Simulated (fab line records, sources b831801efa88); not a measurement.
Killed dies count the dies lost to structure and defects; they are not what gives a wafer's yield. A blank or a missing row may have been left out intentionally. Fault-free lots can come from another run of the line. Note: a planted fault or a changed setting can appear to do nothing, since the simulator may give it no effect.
fab line records :: flow sky130
[record]
  lots = 6
  wafers = 18
  lastDay = 50
route steps=708 shown LDD_N@239 PAD_OPEN@708
lots with no fault: from the same line, run without faults
startH: start of the lot's first displayed wafer, in hours after the record's first day :: waitH: time in hours since the lot's previous step :: " identical to the entry in the row above :: L1.1+2: a single row standing in for several wafers :: - value missing, or start not given :: * or withheld: withheld :: < > ~ a bound
route shown NAME@n: NAME is a module with steps in the file, n the number in the route of the first one :: usual: mean/standard deviation taken from wafers without a fault :: same: alike in all rows :: chamber/n: place in a boat :: sites: readings site by site :: _std_site: standard deviation across them :: _edge_site: mean of outer sites minus mean of inner sites :: radiusMm: for every site, how far away it sits from the centre of the wafer :: mask NAME#n: copy n :: behind: tool/chamber where the wafer was last shaped :: hold: what put the lot on hold/how long, in hours/how the hold closed :: device: the transistor (n, p or np) that didn't switch :: end of line: at the end of the route, the tests of the same wafers :: a step with no rows: only its recipe :: killed: dies that structure and defects cost at the first sort, which is not the same as the wafer's yield :: map: shows each die of a wafer: x if killed, . if not, _ if none is there
set.NAME: the setting that was run; set.NAME@STEP: the one run at that earlier step :: model.NAME: the simulator's own value behind a step, which no gauge read
lots at some steps of the route; a table a step, a row a wafer
services: when a tool's chamber went out of use (startH, in hours from the record's first day, below 0 if earlier), for how many hours, and the reason
[[steps]]
[step SKY_LDD_N_COAT_02]
[recipe]
  resist = NOVOLAK
  spinRpm = 3000
  resistThkNm = 300
[step SKY_LDD_N_SOFTBAKE_03]
[recipe]
  tempC = 90
  timeS = 60
  resist = NOVOLAK
[step SKY_LDD_N_EXPOSE_04]
[recipe]
  maskId = NTM
  targetCdNm = 840
  na = 0.6
  sourceShape = conventional
  sigmaOuter = 0.6
  doseMj = 110
[step SKY_LDD_N_PEB_05]
[recipe]
  tempC = withheld
  timeS = *
  resist = NOVOLAK
[step SKY_LDD_N_DEVELOP_06]
[recipe]
  developTimeS = 60
  devTempC = 23
[step SKY_LDD_N_OVL_MEAS_07]
[usual]
  LDD_N_OVL = -0.4/1.4
lot.wafer: L144.1
tool: overlay-02
chamber: -
startH: 400.74
waitH: 0.1
LDD_N_OVL[nm]: 2.7

lot.wafer: L144.2
tool: overlay-02
chamber: -
startH: 400.74
waitH: 0.1
LDD_N_OVL[nm]: 0.6

lot.wafer: L144.3
tool: overlay-02
chamber: -
startH: 400.74
waitH: 0.1
LDD_N_OVL[nm]: 0.5

lot.wafer: L147.2
tool: overlay-02
chamber: -
startH: 428.30
waitH: 0.1
LDD_N_OVL[nm]: -1.1

lot.wafer: L147.5
tool: overlay-02
chamber: -
startH: 428.30
waitH: 0.1
LDD_N_OVL[nm]: -1.9

lot.wafer: L147.6
tool: overlay-02
chamber: -
startH: 428.30
waitH: 0.1
LDD_N_OVL[nm]: -1.9

lot.wafer: L161.3
tool: overlay-01
chamber: -
startH: 550.59
waitH: 0.1
LDD_N_OVL[nm]: -0.1

lot.wafer: L161.5
tool: overlay-01
chamber: -
startH: 550.59
waitH: 0.1
LDD_N_OVL[nm]: -1.5

lot.wafer: L161.6
tool: overlay-01
chamber: -
startH: 550.59
waitH: 0.1
LDD_N_OVL[nm]: -1.3

lot.wafer: L162.2
tool: overlay-02
chamber: -
startH: 570.09
waitH: 0.1
LDD_N_OVL[nm]: -1.5

lot.wafer: L162.3
tool: overlay-02
chamber: -
startH: 570.09
waitH: 0.1
LDD_N_OVL[nm]: -3.2

lot.wafer: L162.4
tool: overlay-02
chamber: -
startH: 570.09
waitH: 0.1
LDD_N_OVL[nm]: -3.2

lot.wafer: L163.2
tool: overlay-02
chamber: -
startH: 575.60
waitH: 0.1
LDD_N_OVL[nm]: 1.2

lot.wafer: L163.4
tool: overlay-02
chamber: -
startH: 575.60
waitH: 0.1
LDD_N_OVL[nm]: -0.1

lot.wafer: L163.6
tool: overlay-02
chamber: -
startH: 575.60
waitH: 0.1
LDD_N_OVL[nm]: -0.5

lot.wafer: L164.3
tool: overlay-02
chamber: -
startH: 578.34
waitH: 0.1
LDD_N_OVL[nm]: 1.2

lot.wafer: L164.4
tool: overlay-02
chamber: -
startH: 578.34
waitH: 0.1
LDD_N_OVL[nm]: 1.3

lot.wafer: L164.6
tool: overlay-02
chamber: -
startH: 578.34
waitH: 0.1
LDD_N_OVL[nm]: 0.8
[step SKY_LDD_N_IMPLANT_08]
[recipe]
  species = As
  energyKev = 20
  doseCm2 = 7.5e+13
  tiltDeg = withheld
  rotationDeg = 23
[step SKY_LDD_N_IMPLANT_09]
[recipe]
  species = As
  energyKev = 20
  doseCm2 = 7.5e+13
  tiltDeg = withheld
  rotationDeg = 113
[step SKY_LDD_N_IMPLANT_10]
[recipe]
  species = As
  energyKev = 20
  doseCm2 = 7.5e+13
  tiltDeg = withheld
  rotationDeg = 203
[step SKY_LDD_N_IMPLANT_11]
[recipe]
  species = As
  energyKev = 20
  doseCm2 = 7.5e+13
  tiltDeg = withheld
  rotationDeg = 293
[step SKY_LDD_N_IMPLANT_12]
[recipe]
  species = BF2
  energyKev = 50
  doseCm2 = 5e+12
  tiltDeg = 30
  rotationDeg = 0
[step SKY_LDD_N_IMPLANT_13]
[recipe]
  species = BF2
  energyKev = 50
  doseCm2 = 5e+12
  tiltDeg = 30
  rotationDeg = 90
[step SKY_LDD_N_IMPLANT_14]
[recipe]
  species = BF2
  energyKev = 50
  doseCm2 = 5e+12
  tiltDeg = 30
  rotationDeg = 180
[usual]
  faradayCurrentUA = 28.2/0.58
  tiltDeg = 29.998/0.021
lot.wafer: L144.1
tool: implanter-02
chamber: 0
startH: 401.68
waitH: 0.1
faradayCurrentUA: 27.7
tiltDeg: 29.981

lot.wafer: L144.2
tool: implanter-02
chamber: 0
startH: 401.68
waitH: 0.1
faradayCurrentUA: 29.1
tiltDeg: 29.951

lot.wafer: L144.3
tool: implanter-02
chamber: 0
startH: 401.68
waitH: 0.1
faradayCurrentUA: 28.6
tiltDeg: 29.976

lot.wafer: L147.2
tool: implanter-03
chamber: 0
startH: 429.54
waitH: 0.1
faradayCurrentUA: 27.8
tiltDeg: 29.978

lot.wafer: L147.5
tool: implanter-03
chamber: 0
startH: 429.54
waitH: 0.1
faradayCurrentUA: 28.9
tiltDeg: 29.991

lot.wafer: L147.6
tool: implanter-03
chamber: 0
startH: 429.54
waitH: 0.1
faradayCurrentUA: 28.5
tiltDeg: 29.990

lot.wafer: L161.3
tool: implanter-02
chamber: 0
startH: 552.04
waitH: 0.6
faradayCurrentUA: 28.9
tiltDeg: 0.046

lot.wafer: L161.5
tool: implanter-02
chamber: 0
startH: 552.04
waitH: 0.6
faradayCurrentUA: 28.3
tiltDeg: 0.031

lot.wafer: L161.6
tool: implanter-02
chamber: 0
startH: 552.04
waitH: 0.6
faradayCurrentUA: 28.5
tiltDeg: 0.016

lot.wafer: L162.2
tool: implanter-03
chamber: 0
startH: 571.04
waitH: 0.1
faradayCurrentUA: 28.1
tiltDeg: 30.013

lot.wafer: L162.3
tool: implanter-03
chamber: 0
startH: 571.04
waitH: 0.1
faradayCurrentUA: 28.2
tiltDeg: 30.024

lot.wafer: L162.4
tool: implanter-03
chamber: 0
startH: 571.04
waitH: 0.1
faradayCurrentUA: 28.1
tiltDeg: 29.992

lot.wafer: L163.2
tool: implanter-01
chamber: 0
startH: 576.55
waitH: 0.1
faradayCurrentUA: 27.9
tiltDeg: 29.996

lot.wafer: L163.4
tool: implanter-01
chamber: 0
startH: 576.55
waitH: 0.1
faradayCurrentUA: 28.5
tiltDeg: 29.992

lot.wafer: L163.6
tool: implanter-01
chamber: 0
startH: 576.55
waitH: 0.1
faradayCurrentUA: 28.5
tiltDeg: 29.990

lot.wafer: L164.3
tool: implanter-02
chamber: 0
startH: 579.32
waitH: 0.1
faradayCurrentUA: 28.1
tiltDeg: -0.047

lot.wafer: L164.4
tool: implanter-02
chamber: 0
startH: 579.32
waitH: 0.1
faradayCurrentUA: 27.5
tiltDeg: -0.020

lot.wafer: L164.6
tool: implanter-02
chamber: 0
startH: 579.32
waitH: 0.1
faradayCurrentUA: 27.5
tiltDeg: -0.028
[step SKY_LDD_N_IMPLANT_15]
[recipe]
  species = BF2
  energyKev = 50
  doseCm2 = 5e+12
  tiltDeg = 30
  rotationDeg = 270
[step SKY_PAD_OPEN_PROBE_99]
[usual]
  killed_at_M0_to_M3 = 43/6.4
  killed_at_M4_up = 3.1/2
  killedAtContacts = 24/5.2
  killedAtFrontEnd = 15/4.3
  killedAtOther = 0.2/0.48
  killedDies = 85/9.7
  killedOpen = 47/6.9
  killedShort = 38/6.7
[same]
  grossDies = 492
  killedAtBackSide = 0
lot.wafer: L144.1
tool: prober-01
chamber: -
startH: 1081.06
waitH: 0.1
killed_at_M0_to_M3: 49
killed_at_M4_up: 3
killedAtContacts: 25
killedAtFrontEnd: 12
killedAtOther: 0
killedDies: 89
killedOpen: 52
killedShort: 37
model.etest.nfet_01v8_swapped.vtSatV: 0.6647
model.etest.nfet_01v8_lvt.vtSatV: 0.5595
model.etest.nfet_01v8.vtSatV: 0.6584

lot.wafer: L144.2
tool: prober-01
chamber: -
startH: 1081.11
waitH: 0.1
killed_at_M0_to_M3: 33
killed_at_M4_up: 2
killedAtContacts: 31
killedAtFrontEnd: 13
killedAtOther: 0
killedDies: 79
killedOpen: 47
killedShort: 32
model.etest.nfet_01v8_swapped.vtSatV: 0.6473
model.etest.nfet_01v8_lvt.vtSatV: 0.5379
model.etest.nfet_01v8.vtSatV: 0.6425

lot.wafer: L144.3
tool: prober-01
chamber: -
startH: 1081.16
waitH: 0.2
killed_at_M0_to_M3: 49
killed_at_M4_up: 6
killedAtContacts: 27
killedAtFrontEnd: 15
killedAtOther: 0
killedDies: 97
killedOpen: 52
killedShort: 45
model.etest.nfet_01v8_swapped.vtSatV: 0.6476
model.etest.nfet_01v8_lvt.vtSatV: 0.5376
model.etest.nfet_01v8.vtSatV: 0.6428

lot.wafer: L147.2
tool: prober-02
chamber: -
startH: 1103.56
waitH: 0.1
killed_at_M0_to_M3: 48
killed_at_M4_up: 5
killedAtContacts: 21
killedAtFrontEnd: 12
killedAtOther: 1
killedDies: 87
killedOpen: 49
killedShort: 38
model.etest.nfet_01v8_swapped.vtSatV: 0.6661
model.etest.nfet_01v8_lvt.vtSatV: 0.5519
model.etest.nfet_01v8.vtSatV: 0.6611

lot.wafer: L147.5
tool: prober-02
chamber: -
startH: 1103.71
waitH: 0.2
killed_at_M0_to_M3: 47
killed_at_M4_up: 2
killedAtContacts: 22
killedAtFrontEnd: 16
killedAtOther: 0
killedDies: 87
killedOpen: 50
killedShort: 37
model.etest.nfet_01v8_swapped.vtSatV: 0.6637
model.etest.nfet_01v8_lvt.vtSatV: 0.5483
model.etest.nfet_01v8.vtSatV: 0.6596

lot.wafer: L147.6
tool: prober-02
chamber: -
startH: 1103.76
waitH: 0.2
killed_at_M0_to_M3: 38
killed_at_M4_up: 4
killedAtContacts: 24
killedAtFrontEnd: 20
killedAtOther: 0
killedDies: 86
killedOpen: 59
killedShort: 27
model.etest.nfet_01v8_swapped.vtSatV: 0.648
model.etest.nfet_01v8_lvt.vtSatV: 0.5313
model.etest.nfet_01v8.vtSatV: 0.6422

lot.wafer: L161.3
tool: prober-01
chamber: -
startH: 1175.40
waitH: 0.2
killed_at_M0_to_M3: 48
killed_at_M4_up: 6
killedAtContacts: 24
killedAtFrontEnd: 24
killedAtOther: 2
killedDies: 104
killedOpen: 49
killedShort: 55
model.etest.nfet_01v8_swapped.vtSatV: 0.6071
model.etest.nfet_01v8_lvt.vtSatV: 0.557
model.etest.nfet_01v8.vtSatV: 0.6633

lot.wafer: L161.5
tool: prober-01
chamber: -
startH: 1175.50
waitH: 0.2
killed_at_M0_to_M3: 45
killed_at_M4_up: 4
killedAtContacts: 10
killedAtFrontEnd: 12
killedAtOther: 0
killedDies: 71
killedOpen: 40
killedShort: 31
model.etest.nfet_01v8_swapped.vtSatV: 0.6093
model.etest.nfet_01v8_lvt.vtSatV: 0.5584
model.etest.nfet_01v8.vtSatV: 0.6619

lot.wafer: L161.6
tool: prober-01
chamber: -
startH: 1175.55
waitH: 0.2
killed_at_M0_to_M3: 44
killed_at_M4_up: 3
killedAtContacts: 22
killedAtFrontEnd: 23
killedAtOther: 1
killedDies: 93
killedOpen: 49
killedShort: 44
model.etest.nfet_01v8_swapped.vtSatV: 0.6136
model.etest.nfet_01v8_lvt.vtSatV: 0.5594
model.etest.nfet_01v8.vtSatV: 0.6669

lot.wafer: L162.2
tool: prober-02
chamber: -
startH: 1188.01
waitH: 0.1
killed_at_M0_to_M3: 42
killed_at_M4_up: 1
killedAtContacts: 21
killedAtFrontEnd: 16
killedAtOther: 0
killedDies: 80
killedOpen: 46
killedShort: 34
model.etest.nfet_01v8_swapped.vtSatV: 0.6495
model.etest.nfet_01v8_lvt.vtSatV: 0.5212
model.etest.nfet_01v8.vtSatV: 0.6423

lot.wafer: L162.3
tool: prober-02
chamber: -
startH: 1188.06
waitH: 0.2
killed_at_M0_to_M3: 52
killed_at_M4_up: 2
killedAtContacts: 25
killedAtFrontEnd: 13
killedAtOther: 0
killedDies: 92
killedOpen: 38
killedShort: 54
model.etest.nfet_01v8_swapped.vtSatV: 0.6631
model.etest.nfet_01v8_lvt.vtSatV: 0.5461
model.etest.nfet_01v8.vtSatV: 0.6591

lot.wafer: L162.4
tool: prober-02
chamber: -
startH: 1188.11
waitH: 0.2
killed_at_M0_to_M3: 42
killed_at_M4_up: 0
killedAtContacts: 16
killedAtFrontEnd: 13
killedAtOther: 1
killedDies: 72
killedOpen: 34
killedShort: 38
model.etest.nfet_01v8_swapped.vtSatV: 0.6461
model.etest.nfet_01v8_lvt.vtSatV: 0.524
model.etest.nfet_01v8.vtSatV: 0.6443

lot.wafer: L163.2
tool: prober-01
chamber: -
startH: 1190.15
waitH: 0.1
killed_at_M0_to_M3: 48
killed_at_M4_up: 3
killedAtContacts: 25
killedAtFrontEnd: 18
killedAtOther: 1
killedDies: 95
killedOpen: 53
killedShort: 42
model.etest.nfet_01v8_swapped.vtSatV: 0.6471
model.etest.nfet_01v8_lvt.vtSatV: 0.5293
model.etest.nfet_01v8.vtSatV: 0.643

lot.wafer: L163.4
tool: prober-01
chamber: -
startH: 1190.25
waitH: 0.2
killed_at_M0_to_M3: 47
killed_at_M4_up: 6
killedAtContacts: 24
killedAtFrontEnd: 11
killedAtOther: 0
killedDies: 88
killedOpen: 55
killedShort: 33
model.etest.nfet_01v8_swapped.vtSatV: 0.6413
model.etest.nfet_01v8_lvt.vtSatV: 0.525
model.etest.nfet_01v8.vtSatV: 0.6404

lot.wafer: L163.6
tool: prober-01
chamber: -
startH: 1190.35
waitH: 0.2
killed_at_M0_to_M3: 47
killed_at_M4_up: 2
killedAtContacts: 23
killedAtFrontEnd: 7
killedAtOther: 0
killedDies: 79
killedOpen: 46
killedShort: 33
model.etest.nfet_01v8_swapped.vtSatV: 0.6385
model.etest.nfet_01v8_lvt.vtSatV: 0.5277
model.etest.nfet_01v8.vtSatV: 0.6402

lot.wafer: L164.3
tool: prober-02
chamber: -
startH: 1192.15
waitH: 0.2
killed_at_M0_to_M3: 44
killed_at_M4_up: 0
killedAtContacts: 24
killedAtFrontEnd: 13
killedAtOther: 1
killedDies: 82
killedOpen: 45
killedShort: 37
model.etest.nfet_01v8_swapped.vtSatV: 0.6174
model.etest.nfet_01v8_lvt.vtSatV: 0.5789
model.etest.nfet_01v8.vtSatV: 0.6757

lot.wafer: L164.4
tool: prober-02
chamber: -
startH: 1192.20
waitH: 0.2
killed_at_M0_to_M3: 37
killed_at_M4_up: 6
killedAtContacts: 15
killedAtFrontEnd: 12
killedAtOther: 0
killedDies: 70
killedOpen: 39
killedShort: 31
model.etest.nfet_01v8_swapped.vtSatV: 0.6215
model.etest.nfet_01v8_lvt.vtSatV: 0.5776
model.etest.nfet_01v8.vtSatV: 0.6725

lot.wafer: L164.6
tool: prober-02
chamber: -
startH: 1192.30
waitH: 0.2
killed_at_M0_to_M3: 45
killed_at_M4_up: 0
killedAtContacts: 24
killedAtFrontEnd: 9
killedAtOther: 1
killedDies: 79
killedOpen: 48
killedShort: 31
model.etest.nfet_01v8_swapped.vtSatV: 0.6183
model.etest.nfet_01v8_lvt.vtSatV: 0.575
model.etest.nfet_01v8.vtSatV: 0.6701
// killed by level:class
L144.1 VIA1:geometricParticle:open=14 LI_CONTACT:geometricParticle:open=9 VIA2:geometricParticle:open=8 CONTACT:geometricParticle:open=8 METAL1:geometricParticle:short=6 VIA1:geometricParticle:short=5 POLY_GATE:geometricParticle:short=4 LOCAL_INTERCONNECT:geometricParticle:short=4
L144.2 LI_CONTACT:geometricParticle:open=11 CONTACT:geometricParticle:open=8 METAL1:geometricParticle:short=7 CONTACT:geometricParticle:short=6 VIA2:geometricParticle:open=6 VIA3:geometricParticle:open=6 FIELD_ISO:geometricParticle:open=5 POLY_GATE:geometricParticle:open=5
L144.3 VIA1:geometricParticle:open=11 CONTACT:geometricParticle:open=9 VIA3:geometricParticle:open=8 LI_CONTACT:geometricParticle:open=7 METAL1:geometricParticle:short=7 METAL4:geometricParticle:short=6 METAL2:geometricParticle:short=6 VIA1:geometricParticle:short=5
L147.2 VIA1:geometricParticle:open=15 CONTACT:geometricParticle:open=9 VIA2:geometricParticle:short=7 LI_CONTACT:geometricParticle:open=6 METAL2:geometricParticle:short=6 VIA2:geometricParticle:open=4 CONTACT:geometricParticle:short=4 VIA3:geometricParticle:open=4
L147.5 VIA1:geometricParticle:open=12 CONTACT:geometricParticle:open=9 FIELD_ISO:geometricParticle:open=7 VIA1:geometricParticle:short=7 FIELD_ISO:geometricParticle:short=6 LI_CONTACT:geometricParticle:open=6 METAL1:geometricParticle:short=6 METAL2:geometricParticle:short=5
L147.6 CONTACT:geometricParticle:open=13 FIELD_ISO:geometricParticle:open=9 VIA1:geometricParticle:open=8 VIA3:geometricParticle:open=8 LI_CONTACT:geometricParticle:open=6 METAL1:geometricParticle:short=6 FIELD_ISO:geometricParticle:short=5 METAL2:geometricParticle:short=4
L161.3 VIA1:geometricParticle:open=10 VIA2:geometricParticle:open=9 CONTACT:geometricParticle:open=8 FIELD_ISO:geometricParticle:short=6 POLY_GATE:geometricParticle:open=6 CONTACT:geometricParticle:short=6 VIA1:geometricParticle:short=6 POLY_GATE:geometricParticle:short=4
L161.5 VIA1:geometricParticle:open=16 VIA3:geometricParticle:open=5 VIA2:geometricParticle:open=5 VIA1:geometricParticle:short=5 POLY_GATE:geometricParticle:open=4 METAL1:geometricParticle:short=4 CONTACT:geometricParticle:open=4 METAL4:geometricParticle:short=4
L161.6 VIA1:geometricParticle:open=9 VIA2:geometricParticle:open=8 FIELD_ISO:geometricParticle:open=7 LI_CONTACT:geometricParticle:open=7 CONTACT:geometricParticle:open=6 METAL3:geometricParticle:short=6 FIELD_ISO:geometricParticle:short=5 LOCAL_INTERCONNECT:geometricParticle:short=5
L162.2 VIA1:geometricParticle:open=14 CONTACT:geometricParticle:short=8 CONTACT:geometricParticle:open=7 FIELD_ISO:geometricParticle:short=5 METAL2:geometricParticle:short=5 VIA3:geometricParticle:open=5 POLY_GATE:geometricParticle:open=4 VIA2:geometricParticle:open=4
L162.3 VIA1:geometricParticle:open=10 CONTACT:geometricParticle:short=9 VIA1:geometricParticle:short=8 CONTACT:geometricParticle:open=7 LOCAL_INTERCONNECT:geometricParticle:short=6 VIA3:geometricParticle:open=6 METAL3:geometricParticle:short=6 VIA2:geometricParticle:open=5
L162.4 VIA1:geometricParticle:short=11 VIA1:geometricParticle:open=10 CONTACT:geometricParticle:open=7 FIELD_ISO:geometricParticle:short=5 POLY_GATE:geometricParticle:short=5 VIA2:geometricParticle:open=5 LI_CONTACT:geometricParticle:open=4 METAL2:geometricParticle:short=4
L163.2 VIA1:geometricParticle:open=12 CONTACT:geometricParticle:open=12 VIA3:geometricParticle:open=8 POLY_GATE:geometricParticle:short=7 LOCAL_INTERCONNECT:geometricParticle:short=6 FIELD_ISO:geometricParticle:short=4 METAL1:geometricParticle:short=4 LI_CONTACT:geometricParticle:open=4
L163.4 VIA1:geometricParticle:open=16 CONTACT:geometricParticle:open=9 LI_CONTACT:geometricParticle:open=7 VIA2:geometricParticle:open=6 VIA3:geometricParticle:open=6 VIA1:geometricParticle:short=5 METAL4:geometricParticle:short=5 POLY_GATE:geometricParticle:open=4
L163.6 VIA1:geometricParticle:open=12 VIA3:geometricParticle:open=10 CONTACT:geometricParticle:open=7 LI_CONTACT:geometricParticle:open=6 LOCAL_INTERCONNECT:geometricParticle:short=5 VIA1:geometricParticle:short=5 CONTACT:geometricParticle:short=4 METAL1:geometricParticle:short=4
L164.3 VIA1:geometricParticle:open=11 CONTACT:geometricParticle:open=10 CONTACT:geometricParticle:short=8 VIA2:geometricParticle:open=8 VIA1:geometricParticle:short=6 METAL2:geometricParticle:short=6 VIA3:geometricParticle:open=6 POLY_GATE:geometricParticle:short=3
L164.4 VIA1:geometricParticle:open=12 LI_CONTACT:geometricParticle:open=6 METAL2:geometricParticle:short=5 VIA3:geometricParticle:open=5 LOCAL_INTERCONNECT:geometricParticle:short=4 METAL1:geometricParticle:short=4 METAL4:geometricParticle:short=4 FIELD_ISO:geometricParticle:open=3
L164.6 VIA3:geometricParticle:open=14 VIA1:geometricParticle:open=12 CONTACT:geometricParticle:open=10 LI_CONTACT:geometricParticle:open=5 CONTACT:geometricParticle:short=4 VIA1:geometricParticle:short=4 METAL2:geometricParticle:short=4 FIELD_ISO:geometricParticle:short=3
[[services]]
tool: implanter-02
chamber: -
startH: 387.94
hours: 8.9
kind: repair

tool: implanter-01
chamber: -
startH: 426.65
hours: 2.1
kind: repair

tool: implanter-03
chamber: -
startH: 477.48
hours: 2.5
kind: repair

tool: implanter-03
chamber: -
startH: 528.31
hours: 8.9
kind: repair

tool: implanter-01
chamber: -
startH: 529.47
hours: 9.2
kind: pm

tool: implanter-01
chamber: -
startH: 564.17
hours: 3.3
kind: repair
[[key]]
[firstSign]
  step = SKY_LDD_N_IMPLANT_14
  reading = tiltDeg
  direction = down
  sigmas = 99+
  usual = *
  struck = *
effect none on later readings
[modelEffect]
  step = SKY_PAD_OPEN_PROBE_99
  value = etest.nfet_01v8_swapped.vtSatV
  without = 0.6521
  struck = 0.6145
metAt SKY_LDD_N_IMPLANT_14
struckWafers L161.3,L161.5,L161.6,L164.3,L164.4,L164.6
testerLeftOut L161,L164
onsetBetween 401.68 552.04
[fault]
  kind = processParameterDrift
  tool = implanter-02
  chamber = -
  onsetH = 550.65
  steps = SKY_LDD_N_IMPLANT_14
  channel = tiltDeg
  offset = *
  shape = step
  endH = 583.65
  actsIn = *
  stated = *
// testerLeftOut: of these lots the tester's yield and bins aren't shown, on N5 and GAA mostly nor the transistor test; their killed dies are dies lost to structure and defects alone, not to doping, threshold or leakage, so they don't give the yield
